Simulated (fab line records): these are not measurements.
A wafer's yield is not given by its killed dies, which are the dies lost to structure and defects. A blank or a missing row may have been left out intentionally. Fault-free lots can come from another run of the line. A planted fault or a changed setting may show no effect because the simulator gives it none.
fab line records -- flow sky130
record lots=11, wafers=33, last_day=50
route steps=708 shown SD_P@328 LI_CONTACT@378
lots that met no fault: from a run of the same line without faults
start_h: hours from the record's opening day to when the first of the lot's shown wafers began -- wait_h: hours elapsed since this lot's preceding step -- " as in the row above -- L1.1+2: several wafers, shown together as one row -- - value missing, or start not given -- * or withheld: withheld -- < > ~ a bound
route shown NAME@n: NAME is a module with steps in the file, n the number in the route of the first one -- usual: average and standard deviation across the fault-free wafers -- same: alike in all rows -- chamber/n: place in a boat -- sites: readings site by site -- _std_site: the standard deviation of these -- _edge_site: the outer-site mean with the inner-site mean subtracted -- radius_mm: for every site, how far away it sits from the centre of the wafer -- mask NAME#n: copy n -- behind: the last tool/chamber to shape the wafer -- hold: why the lot went on hold/how many hours it stayed there/how the hold came to an end -- device: whichever transistor did not switch (one of n, p or np) -- end of line: tests run on the same wafers once the route is complete -- a step without rows: its recipe alone -- killed: dies lost to structure and defects at the first sort, not the wafer's yield -- map: per-die view of a wafer (x killed, . not killed, _ where there is no die)
set.NAME: the setting that was run; set.NAME@STEP: the one run at that earlier step -- model.NAME: the simulator's own value behind a step, which no gauge read
route steps across a sampled set of lots; one table per step, one row per wafer
services: the hour from which a tool's chamber was out of use, counted from the record's first day as start_h (under 0 if before that day), plus the number of hours and why
## steps
# step SKY_SD_P_OVL_MEAS_08
# usual SD_P_OVL=0.2/1.5
lot.wafer,tool,chamber,start_h,wait_h,SD_P_OVL[nm]
L109.2,overlay-02,-,619.98,0.1,-1.2
L109.3,overlay-02,-,619.98,0.1,-1.0
L109.4,overlay-02,-,619.98,0.1,-2.1
L113.2,overlay-01,-,651.93,0.1,-0.9
L113.4,overlay-01,-,651.93,0.1,-1.7
L113.6,overlay-01,-,651.93,0.1,-1.7
L114.1,overlay-01,-,660.62,0.1,0.4
L114.2,overlay-01,-,660.62,0.1,-0.1
L114.5,overlay-01,-,660.62,0.1,-0.3
L115.1,overlay-02,-,670.58,0.1,1.3
L115.4,overlay-02,-,670.58,0.1,0.0
L115.5,overlay-02,-,670.58,0.1,1.7
L122.1,overlay-02,-,720.48,0.1,0.6
L122.2,overlay-02,-,720.48,0.1,1.9
L122.4,overlay-02,-,720.48,0.1,0.3
L123.2,overlay-01,-,728.89,0.1,-1.8
L123.4,overlay-01,-,728.89,0.1,-1.1
L123.6,overlay-01,-,728.89,0.1,0.4
L124.1,overlay-01,-,738.98,0.1,-0.2
L124.3,overlay-01,-,738.98,0.1,0.1
L124.6,overlay-01,-,738.98,0.1,0.6
L125.3,overlay-02,-,742.51,0.1,1.9
L125.4,overlay-02,-,742.51,0.1,2.5
L125.5,overlay-02,-,742.51,0.1,2.0
L126.1,overlay-01,-,751.44,0.1,-2.4
L126.2,overlay-01,-,751.44,0.1,-0.4
L126.4,overlay-01,-,751.44,0.1,-0.4
L128.1,overlay-02,-,766.54,0.1,2.4
L128.3,overlay-02,-,766.54,0.1,-2.0
L128.5,overlay-02,-,766.54,0.1,-0.1
L129.2,overlay-01,-,771.73,0.1,-1.4
L129.3,overlay-01,-,771.73,0.1,-3.1
L129.4,overlay-01,-,771.73,0.1,-0.6
# step SKY_SD_P_TW_MEAS_11
# usual SD_P_TW=2832/43
lot.wafer,tool,chamber,start_h,wait_h,SD_P_TW
L109.2,film_metro-04,-,620.27,0.1,2894
L109.3,film_metro-04,-,620.27,0.1,2886
L109.4,film_metro-04,-,620.27,0.1,2888
L113.2,film_metro-02,-,652.22,0.1,2834
L113.4,film_metro-02,-,652.22,0.1,2831
L113.6,film_metro-02,-,652.22,0.1,2815
L114.1,film_metro-04,-,660.91,0.1,2890
L114.2,film_metro-04,-,660.91,0.1,2899
L114.5,film_metro-04,-,660.91,0.1,2883
L115.1,film_metro-01,-,670.87,0.1,2789
L115.4,film_metro-01,-,670.87,0.1,2797
L115.5,film_metro-01,-,670.87,0.1,2787
L122.1,film_metro-02,-,720.77,0.1,2852
L122.2,film_metro-02,-,720.77,0.1,2820
L122.4,film_metro-02,-,720.77,0.1,2833
L123.2,film_metro-04,-,729.18,0.1,2890
L123.4,film_metro-04,-,729.18,0.1,2897
L123.6,film_metro-04,-,729.18,0.1,2886
L124.1,film_metro-02,-,739.27,0.1,2850
L124.3,film_metro-02,-,739.27,0.1,2856
L124.6,film_metro-02,-,739.27,0.1,2833
L125.3,film_metro-02,-,742.80,0.1,2853
L125.4,film_metro-02,-,742.80,0.1,2852
L125.5,film_metro-02,-,742.80,0.1,2847
L126.1,film_metro-01,-,751.73,0.1,2777
L126.2,film_metro-01,-,751.73,0.1,2785
L126.4,film_metro-01,-,751.73,0.1,2777
L128.1,film_metro-02,-,766.83,0.1,2837
L128.3,film_metro-02,-,766.83,0.1,2843
L128.5,film_metro-02,-,766.83,0.1,2843
L129.2,film_metro-01,-,772.02,0.1,2753
L129.3,film_metro-01,-,772.02,0.1,2771
L129.4,film_metro-01,-,772.02,0.1,2771
# step SKY_LI_CONTACT_STRIP_16
# recipe chemistry=O2/N2, power_w=1400, pressure_mtorr=1500, platen_temp_c=withheld, o2_flow_sccm=3000, n2_flow_sccm=300, overash_fraction=0.5
# usual drypump_motor_current_A=5.7/0.39, oes_product_au=0.377/0.0049, strip_time_to_endpoint_s=3.52/0.03
lot.wafer,tool,chamber,start_h,wait_h,drypump_motor_current_A,oes_product_au,rf_hours_counter_h,strip_time_to_endpoint_s
L109.2,plasma_asher-02,1,708.06,-,6.1,0.371,28,3.53
L109.3,plasma_asher-02,0,708.06,-,5.7,0.373,-,3.47
L109.4,plasma_asher-02,1,708.06,-,6.1,0.388,-,3.55
L113.2,plasma_asher-02,0,738.56,-,5.7,0.370,31,3.50
L113.4,plasma_asher-02,0,738.56,-,5.7,0.371,-,3.51
L113.6,plasma_asher-02,0,738.56,-,5.7,0.370,-,3.47
L114.1,plasma_asher-02,0,746.51,-,5.7,0.377,32,3.54
L114.2,plasma_asher-02,1,746.51,-,6.1,0.371,32,3.51
L114.5,plasma_asher-02,0,746.51,-,5.7,0.379,-,3.56
L115.1,plasma_asher-02,1,756.26,-,6.1,0.379,33,3.53
L115.4,plasma_asher-02,1,756.26,-,6.1,0.378,-,3.59
L115.5,plasma_asher-02,1,756.26,-,6.1,0.381,-,3.53
L122.1,plasma_asher-04,1,804.56,-,5.1,0.379,5,3.53
L122.2,plasma_asher-04,0,804.56,-,6.3,0.367,5,3.51
L122.4,plasma_asher-04,0,804.56,-,6.3,0.376,-,3.50
L123.2,plasma_asher-02,1,810.26,-,6.1,0.382,39,3.51
L123.4,plasma_asher-02,1,810.26,-,6.1,0.376,-,3.53
L123.6,plasma_asher-02,1,810.26,-,6.1,0.382,-,3.56
L124.1,plasma_asher-02,0,821.61,-,5.7,0.363,40,3.47
L124.3,plasma_asher-02,0,821.61,-,5.7,0.378,-,3.49
L124.6,plasma_asher-02,1,821.61,-,6.0,0.385,-,3.53
L125.3,plasma_asher-01,0,824.84,-,5.2,0.376,-,3.53
L125.4,plasma_asher-01,1,824.84,-,5.7,0.386,-,3.49
L125.5,plasma_asher-01,0,824.84,-,5.2,0.377,-,3.53
L126.1,plasma_asher-01,0,832.68,-,5.2,0.378,72,3.52
L126.2,plasma_asher-01,1,832.68,-,5.7,0.371,72,3.55
L126.4,plasma_asher-01,1,832.68,-,5.7,0.376,-,3.56
L128.1,plasma_asher-04,1,848.23,-,5.2,0.382,8,3.51
L128.3,plasma_asher-04,1,848.23,-,5.2,0.375,-,3.49
L128.5,plasma_asher-04,0,848.23,-,6.3,0.362,-,3.50
L129.2,plasma_asher-02,1,852.48,-,6.1,0.374,44,3.56
L129.3,plasma_asher-02,1,852.48,-,6.1,0.371,-,3.49
L129.4,plasma_asher-02,0,852.48,-,5.7,0.381,-,3.49
# step SKY_LI_CONTACT_CVD_21
# recipe material=W, target_thk_nm=400, time_s=120.56, temp_c=400, pressure_torr=40
# usual chamber_pressure_Torr=40.02/0.088, heater_power_w=925/80
lot.wafer,tool,chamber,start_h,wait_h,chamber_pressure_Torr,heater_power_w,since_wet_clean_h
L109.2,cvd_w-02,1,708.49,0.0,40.02,864,305
L109.3,cvd_w-02,1,708.49,0.0,40.02,869,-
L109.4,cvd_w-02,0,708.49,0.0,39.92,971,-
L113.2,cvd_w-02,0,738.99,0.0,40.04,984,335
L113.4,cvd_w-02,1,738.99,0.0,40.13,850,-
L113.6,cvd_w-02,1,738.99,0.0,39.97,865,-
L114.1,cvd_w-01,1,746.94,0.0,40.26,834,843
L114.2,cvd_w-01,0,746.94,0.0,39.96,1017,843
L114.5,cvd_w-01,0,746.94,0.0,40.05,1043,-
L115.1,cvd_w-01,1,756.69,0.0,39.98,845,853
L115.4,cvd_w-01,0,756.69,0.0,39.94,1064,-
L115.5,cvd_w-01,0,756.69,0.0,39.88,1049,-
L122.1,cvd_w-02,0,804.99,0.0,40.05,985,401
L122.2,cvd_w-02,1,804.99,0.0,40.15,857,401
L122.4,cvd_w-02,0,804.99,0.0,39.86,962,-
L123.2,cvd_w-01,1,810.69,0.0,39.87,834,907
L123.4,cvd_w-01,0,810.69,0.0,40.01,1052,-
L123.6,cvd_w-01,0,810.69,0.0,40.10,1031,-
L124.1,cvd_w-01,1,822.04,0.0,40.17,864,918
L124.3,cvd_w-01,1,822.04,0.0,39.99,846,-
L124.6,cvd_w-01,1,822.04,0.0,40.11,851,-
L125.3,cvd_w-01,0,825.28,0.1,40.08,1051,-
L125.4,cvd_w-01,1,825.28,0.1,39.89,842,-
L125.5,cvd_w-01,0,825.28,0.1,40.00,1022,-
L126.1,cvd_w-02,1,833.11,0.0,40.10,864,429
L126.2,cvd_w-02,0,833.11,0.0,40.08,941,429
L126.4,cvd_w-02,1,833.11,0.0,40.02,871,-
L128.1,cvd_w-02,1,848.66,0.0,40.12,859,445
L128.3,cvd_w-02,0,848.66,0.0,40.02,972,-
L128.5,cvd_w-02,1,848.66,0.0,40.17,860,-
L129.2,cvd_w-02,0,852.92,0.0,40.01,956,449
L129.3,cvd_w-02,0,852.92,0.0,40.04,970,-
L129.4,cvd_w-02,1,852.92,0.0,40.05,865,-
# step SKY_LI_CONTACT_RS_MEAS_22
# recipe thk_meas_gauge=four-point-probe, reads=W_of_LI_CONTACT_CVD_21+TiN_of_LI_CONTACT_SPUTTER_20+Ti_of_LI_CONTACT_SPUTTER_19
# usual LI_CONTACT_W_RS=0.285/0.0048
lot.wafer,tool,chamber,start_h,wait_h,LI_CONTACT_W_RS[ohm/sq]
L109.2,film_metro-01,-,708.63,0.1,0.284
L109.3,film_metro-01,-,708.63,0.1,0.283
L109.4,film_metro-01,-,708.63,0.1,0.290
L113.2,film_metro-04,-,739.13,0.1,0.289
L113.4,film_metro-04,-,739.13,0.1,0.287
L113.6,film_metro-04,-,739.13,0.1,0.279
L114.1,film_metro-02,-,747.06,0.1,0.217
L114.2,film_metro-02,-,747.06,0.1,0.217
L114.5,film_metro-02,-,747.06,0.1,0.217
L115.1,film_metro-01,-,756.81,0.1,0.220
L115.4,film_metro-01,-,756.81,0.1,0.287
L115.5,film_metro-01,-,756.81,0.1,0.219
L122.1,film_metro-02,-,805.11,0.1,0.292
L122.2,film_metro-02,-,805.11,0.1,0.287
L122.4,film_metro-02,-,805.11,0.1,0.292
L123.2,film_metro-04,-,810.83,0.1,0.282
L123.4,film_metro-04,-,810.83,0.1,0.283
L123.6,film_metro-04,-,810.83,0.1,0.283
L124.1,film_metro-02,-,822.16,0.1,0.277
L124.3,film_metro-02,-,822.16,0.1,0.278
L124.6,film_metro-02,-,822.16,0.1,0.277
L125.3,film_metro-01,-,825.40,0.1,0.278
L125.4,film_metro-01,-,825.40,0.1,0.278
L125.5,film_metro-01,-,825.40,0.1,0.280
L126.1,film_metro-01,-,833.23,0.1,0.284
L126.2,film_metro-01,-,833.23,0.1,0.288
L126.4,film_metro-01,-,833.23,0.1,0.285
L128.1,film_metro-01,-,848.78,0.1,0.287
L128.3,film_metro-01,-,848.78,0.1,0.293
L128.5,film_metro-01,-,848.78,0.1,0.286
L129.2,film_metro-04,-,853.07,0.1,0.290
L129.3,film_metro-04,-,853.07,0.1,0.291
L129.4,film_metro-04,-,853.07,0.1,0.290
# step SKY_LI_CONTACT_THK_MEAS_23
# recipe thk_meas_gauge=xrf, reads=W_of_LI_CONTACT_CVD_21
# usual LI_CONTACT_W_THK=426/10
lot.wafer,tool,chamber,start_h,wait_h,LI_CONTACT_W_THK[nm]
L109.2,film_metro-01,-,708.74,0.1,424
L109.3,film_metro-01,-,708.74,0.1,424
L109.4,film_metro-01,-,708.74,0.1,415
L113.2,film_metro-04,-,739.24,0.1,412
L113.4,film_metro-04,-,739.24,0.1,414
L113.6,film_metro-04,-,739.24,0.1,428
L114.1,film_metro-02,-,747.18,0.1,-
L114.2,film_metro-02,-,747.18,0.1,-
L114.5,film_metro-02,-,747.18,0.1,-
L115.1,film_metro-01,-,756.93,0.1,562
L115.4,film_metro-01,-,756.93,0.1,421
L115.5,film_metro-01,-,756.93,0.1,565
L122.1,film_metro-02,-,805.23,0.1,420
L122.2,film_metro-02,-,805.23,0.1,424
L122.4,film_metro-02,-,805.23,0.1,420
L123.2,film_metro-04,-,810.94,0.1,423
L123.4,film_metro-04,-,810.94,0.1,420
L123.6,film_metro-04,-,810.94,0.1,422
L124.1,film_metro-02,-,822.28,0.1,449
L124.3,film_metro-02,-,822.28,0.1,445
L124.6,film_metro-02,-,822.28,0.1,447
L125.3,film_metro-01,-,825.50,0.1,438
L125.4,film_metro-01,-,825.50,0.1,436
L125.5,film_metro-01,-,825.50,0.1,439
L126.1,film_metro-01,-,833.35,0.1,427
L126.2,film_metro-01,-,833.35,0.1,420
L126.4,film_metro-01,-,833.35,0.1,425
L128.1,film_metro-01,-,848.90,0.1,418
L128.3,film_metro-01,-,848.90,0.1,412
L128.5,film_metro-01,-,848.90,0.1,423
L129.2,film_metro-04,-,853.18,0.1,406
L129.3,film_metro-04,-,853.18,0.1,406
L129.4,film_metro-04,-,853.18,0.1,407
# step SKY_LI_CONTACT_CMP_24
# recipe stop_on=PSG, t_overpolish_s=20, down_force_psi=3.5, platen_rpm=60, target_thk_nm=0, pad_velocity_m_s=0.94248
# usual motor_current_A=11.2/1.1, slurry_flow_ml_min=150.1/0.46, time_to_endpoint_s=98/5.8
lot.wafer,tool,chamber,start_h,wait_h,motor_current_A,slurry_flow_ml_min,time_to_endpoint_s
L109.3,cmp-01,3,708.79,0.0,12.0,150.1,91
L109.4,cmp-01,0,708.79,0.0,11.6,150.1,100
L109.2,cmp-01,1,708.79,0.0,11.9,149.2,101
L113.4,cmp-02,0,739.29,0.0,12.5,150.7,91
L113.2,cmp-02,2,739.29,0.0,9.9,150.0,99
L113.6,cmp-02,0,739.29,0.0,11.4,150.8,92
L114.2,cmp-01,3,747.29,0.1,13.3,148.9,117
L114.1,cmp-01,1,747.29,0.1,11.3,149.8,134
L114.5,cmp-01,3,747.29,0.1,12.3,149.7,119
L115.4,cmp-01,2,757.04,0.1,11.5,150.8,102
L115.1,cmp-01,3,757.04,0.1,12.1,149.6,117
L115.5,cmp-01,2,757.04,0.1,11.6,149.8,132
L122.1,cmp-02,1,805.29,0.1,11.3,150.5,100
L122.2,cmp-02,3,805.29,0.1,9.5,149.4,103
L122.4,cmp-02,0,805.29,0.1,13.3,149.9,86
L123.2,cmp-02,3,810.99,0.0,9.3,149.8,101
L123.4,cmp-02,1,810.99,0.0,10.6,149.8,97
L123.6,cmp-02,3,810.99,0.0,9.3,150.1,101
L124.3,cmp-02,2,822.44,0.1,10.0,150.2,106
L124.1,cmp-02,3,822.44,0.1,9.0,150.4,103
L124.6,cmp-02,1,822.44,0.1,11.2,150.4,96
L125.4,cmp-02,1,825.54,0.0,11.2,150.6,102
L125.3,cmp-02,2,825.54,0.0,10.1,150.3,109
L125.5,cmp-02,2,825.54,0.0,10.1,149.4,109
L126.1,cmp-02,0,833.41,0.1,11.8,150.4,89
L126.2,cmp-02,2,833.41,0.1,9.5,149.3,105
L126.4,cmp-02,3,833.41,0.1,8.7,149.5,100
L128.3,cmp-01,2,849.01,0.1,11.0,150.1,96
L128.1,cmp-01,0,849.01,0.1,12.1,150.2,100
L128.5,cmp-01,2,849.01,0.1,10.9,150.1,100
L129.4,cmp-01,2,853.45,0.2,11.5,150.5,104
L129.3,cmp-01,3,853.45,0.2,12.1,150.2,86
L129.2,cmp-01,0,853.45,0.2,11.9,150.2,98
## services
tool,chamber,start_h,hours,kind
cmp-02,-,692.43,1.9,repair
cvd_w-01,0,729.98,13.1,repair
cmp-02,-,733.73,2.4,repair
plasma_asher-04,-,733.75,9.0,pm
plasma_asher-04,0,733.75,9.0,vent_cycle
plasma_asher-04,1,733.75,9.0,vent_cycle
plasma_asher-04,0,742.75,-,clean
plasma_asher-04,1,742.75,-,clean
cvd_w-01,-,743.38,1.3,repair
cmp-02,-,744.00,4.0,pm
cmp-02,-,748.00,-,consumable_replace:conditioner
cmp-02,-,748.00,-,consumable_replace:pad
cmp-02,-,748.00,4.7,pm
plasma_asher-01,-,755.24,1.5,repair
cmp-02,-,764.18,1.1,repair
plasma_asher-04,-,767.32,0.8,repair
plasma_asher-04,-,777.62,2.9,repair
cmp-01,-,804.57,1.5,repair
cvd_w-01,-,814.51,0.9,repair
plasma_asher-01,-,818.45,2.8,pm
plasma_asher-04,-,818.71,15.6,pm
cmp-01,-,820.68,5.3,pm
## key
first_sign step=SKY_LI_CONTACT_RS_MEAS_22, reading=LI_CONTACT_W_RS, direction=down, sigmas=14, usual=0.285, struck=0.218
effect step=SKY_LI_CONTACT_THK_MEAS_23, reading=LI_CONTACT_W_THK, direction=missing
effect step=SKY_LI_CONTACT_CMP_24, reading=time_to_endpoint_s, direction=up, sigmas=4.4, usual=*, struck=*
met_at SKY_LI_CONTACT_CVD_21
struck_lots L114,L115
struck_wafers L114.1,L114.2,L114.5,L115.1,L115.5
tester_left_out L114,L115
not_acting_at SKY_SD_P_OVL_MEAS_08,SKY_SD_P_TW_MEAS_11,SKY_LI_CONTACT_STRIP_16
fault kind=process_parameter_drift, tool=cvd_w-01, chamber=-, onset_h=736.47, steps=SKY_LI_CONTACT_CVD_21, channel=target_thk_nm, offset=119.17, shape=step, end_h=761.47, scope=struck_wafers_only, acts_in=these_recipes_only, stated=400
# tester_left_out: of these lots the tester's yield and bins aren't shown, on N5 and GAA mostly nor the transistor test; their killed dies are dies lost to structure and defects alone, not to doping, threshold or leakage, so they don't give the yield
